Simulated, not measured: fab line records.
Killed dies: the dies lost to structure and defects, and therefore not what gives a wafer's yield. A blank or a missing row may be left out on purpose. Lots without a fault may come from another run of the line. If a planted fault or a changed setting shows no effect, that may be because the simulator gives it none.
Which tool was responsible? :: flow sky130 :: 14 lots, 42 wafers sampled, at 2 steps of a route of 708

## WHAT EACH GAUGE READ, for each wafer
SKY_LOCAL_INTERCONNECT_THK_MEAS_02: measures by xrf. Usual: LOCAL_INTERCONNECT_TIN_THK typically reads 101.9 nm, with standard deviation 1.3.
lot: L941
measured: day 28 19:56
on: film-metro-02
LOCAL_INTERCONNECT_TIN_THK (nm): 100.9 101.9 102.1
flag: 

lot: L942
measured: day 29 15:58
on: film-metro-02
LOCAL_INTERCONNECT_TIN_THK (nm): 103.2 102.6 101.5
flag: 

lot: L943
measured: day 30 10:51
on: film-metro-02
LOCAL_INTERCONNECT_TIN_THK (nm): 100.5 99.5 100.7
flag: 

lot: L944
measured: day 30 18:54
on: film-metro-01
LOCAL_INTERCONNECT_TIN_THK (nm): 101.4 100.0 100.5
flag: 

lot: L946
measured: day 31 06:13
on: film-metro-01
LOCAL_INTERCONNECT_TIN_THK (nm): 101.0 101.3 100.6
flag: 

lot: L953
measured: day 33 14:36
on: film-metro-02
LOCAL_INTERCONNECT_TIN_THK (nm): 104.2 104.3 104.2
flag: 

lot: L954
measured: day 33 19:13
on: film-metro-02
LOCAL_INTERCONNECT_TIN_THK (nm): 102.1 102.1 102.9
flag: 

lot: L955
measured: day 33 20:28
on: film-metro-01
LOCAL_INTERCONNECT_TIN_THK (nm): 102.4 99.9 99.7
flag: 

lot: L956
measured: day 34 07:53
on: film-metro-02
LOCAL_INTERCONNECT_TIN_THK (nm): 101.5 101.3 101.8
flag: 

lot: L957
measured: day 34 12:16
on: film-metro-01
LOCAL_INTERCONNECT_TIN_THK (nm): 103.4 104.3 102.0
flag: 

lot: L959
measured: day 36 01:26
on: film-metro-02
LOCAL_INTERCONNECT_TIN_THK (nm): 103.8 105.0 105.1
flag: 

lot: L961
measured: day 36 09:01
on: film-metro-02
LOCAL_INTERCONNECT_TIN_THK (nm): 103.5 101.8 104.0
flag: 

lot: L962
measured: day 36 09:46
on: film-metro-02
LOCAL_INTERCONNECT_TIN_THK (nm): 101.4 103.9 101.5
flag: 

lot: L960
measured: day 36 13:13
on: film-metro-02
LOCAL_INTERCONNECT_TIN_THK (nm): 101.2 99.7 102.5
flag: 

## WHAT TOOL EACH LOT RAN ON (gives the tool, then ch and the chambers of the sampled wafers, and finally the start)
lot: L941
SKY_LI_CONTACT_CMP_24: cmp-01 ch 2,3, day 28 19:26

lot: L942
SKY_LI_CONTACT_CMP_24: cmp-02 ch 0,1,2, day 29 15:32

lot: L943
SKY_LI_CONTACT_CMP_24: cmp-02 ch 0,1,2, day 30 10:22

lot: L944
SKY_LI_CONTACT_CMP_24: cmp-01 ch 1,2,3, day 30 18:31

lot: L946
SKY_LI_CONTACT_CMP_24: cmp-01 ch 0,3, day 31 05:43

lot: L953
SKY_LI_CONTACT_CMP_24: cmp-02 ch 0,3, day 33 14:08

lot: L954
SKY_LI_CONTACT_CMP_24: cmp-01 ch 0,2,3, day 33 18:50

lot: L955
SKY_LI_CONTACT_CMP_24: cmp-01 ch 2,3, day 33 20:02

lot: L956
SKY_LI_CONTACT_CMP_24: cmp-01 ch 0,1, day 34 07:24

lot: L957
SKY_LI_CONTACT_CMP_24: cmp-01 ch 1,3, day 34 11:50

lot: L959
SKY_LI_CONTACT_CMP_24: cmp-02 ch 0,2,3, day 36 01:01

lot: L961
SKY_LI_CONTACT_CMP_24: cmp-01 ch 0,1,2, day 36 08:41

lot: L962
SKY_LI_CONTACT_CMP_24: cmp-01 ch 0,1,3, day 36 09:22

lot: L960
SKY_LI_CONTACT_CMP_24: cmp-01 ch 0,2,3, day 36 12:47
- SKY_LI_CONTACT_CMP_24: polishes, stops on PSG, t overpolish 20 s, target thk 0 nm.

## WHAT THE TOOLS THEMSELVES READ (means of the sampled wafers that have a number; where no wafer has one, the mark that the record gives instead)
SKY_LI_CONTACT_CMP_24. Usual: motor-current-A 11.2 A, standard deviation 1.5; overpolish-run-s 19.999 s, standard deviation 0.009; retaining-ring-pressure-frac 1.000, standard deviation 0.0048; time-to-endpoint-s 99 s, standard deviation 4.1.
lot: L941
tool: cmp-01
motor-current-A (A): 11.2
overpolish-run-s (s): 19.999
retaining-ring-pressure-frac: 0.999
time-to-endpoint-s (s): 92
flag: 

lot: L942
tool: cmp-02
motor-current-A (A): 10.1
overpolish-run-s (s): 19.994
retaining-ring-pressure-frac: 0.995
time-to-endpoint-s (s): 103
flag: 

lot: L943
tool: cmp-02
motor-current-A (A): 9.9
overpolish-run-s (s): 19.997
retaining-ring-pressure-frac: 0.997
time-to-endpoint-s (s): 99
flag: 

lot: L944
tool: cmp-01
motor-current-A (A): 11.5
overpolish-run-s (s): 20.003
retaining-ring-pressure-frac: 1.004
time-to-endpoint-s (s): 96
flag: 

lot: L946
tool: cmp-01
motor-current-A (A): 12.3
overpolish-run-s (s): 19.997
retaining-ring-pressure-frac: 0.999
time-to-endpoint-s (s): 98
flag: 

lot: L953
tool: cmp-02
motor-current-A (A): 11.4
overpolish-run-s (s): 20.006
retaining-ring-pressure-frac: 1.000
time-to-endpoint-s (s): 103
flag: 

lot: L954
tool: cmp-01
motor-current-A (A): 11.9
overpolish-run-s (s): 20.009
retaining-ring-pressure-frac: 0.993
time-to-endpoint-s (s): 95
flag: 

lot: L955
tool: cmp-01
motor-current-A (A): 11.0
overpolish-run-s (s): 19.993
retaining-ring-pressure-frac: 1.003
time-to-endpoint-s (s): 90
flag: 

lot: L956
tool: cmp-01
motor-current-A (A): 12.1
overpolish-run-s (s): 19.995
retaining-ring-pressure-frac: 1.002
time-to-endpoint-s (s): 96
flag: 

lot: L957
tool: cmp-01
motor-current-A (A): 10.9
overpolish-run-s (s): 19.998
retaining-ring-pressure-frac: 1.000
time-to-endpoint-s (s): 97
flag: 

lot: L959
tool: cmp-02
motor-current-A (A): 11.7
overpolish-run-s (s): 19.999
retaining-ring-pressure-frac: 1.000
time-to-endpoint-s (s): 100
flag: 

lot: L961
tool: cmp-01
motor-current-A (A): 10.9
overpolish-run-s (s): 19.997
retaining-ring-pressure-frac: 0.999
time-to-endpoint-s (s): 102
flag: 

lot: L962
tool: cmp-01
motor-current-A (A): 11.5
overpolish-run-s (s): 20.002
retaining-ring-pressure-frac: 1.004
time-to-endpoint-s (s): 98
flag: 

lot: L960
tool: cmp-01
motor-current-A (A): 12.1
overpolish-run-s (s): 20.004
retaining-ring-pressure-frac: 0.998
time-to-endpoint-s (s): 95
flag: 

## THE ANSWER, worked out from the rows above alone
Rule: take the mean of a lot's wafers that have a number; if it is more than 3 standard deviations from the usual mean, the lot is off. A lot without any number at a reading at which 4 lots or more have one is off too. Any other lot the step has rows for is counted as sound. The gauges are gone through in route order, then the tools' own readings, and for those a lot's mean is taken as printed above. The first step at which some lot is off is used, and at that step the reading that is off furthest; a lot without a number counts as furthest.
No lot is off on any of the readings shown, so nothing can be concluded from this.

## WHAT THE SIMULATOR HAD PUT IN
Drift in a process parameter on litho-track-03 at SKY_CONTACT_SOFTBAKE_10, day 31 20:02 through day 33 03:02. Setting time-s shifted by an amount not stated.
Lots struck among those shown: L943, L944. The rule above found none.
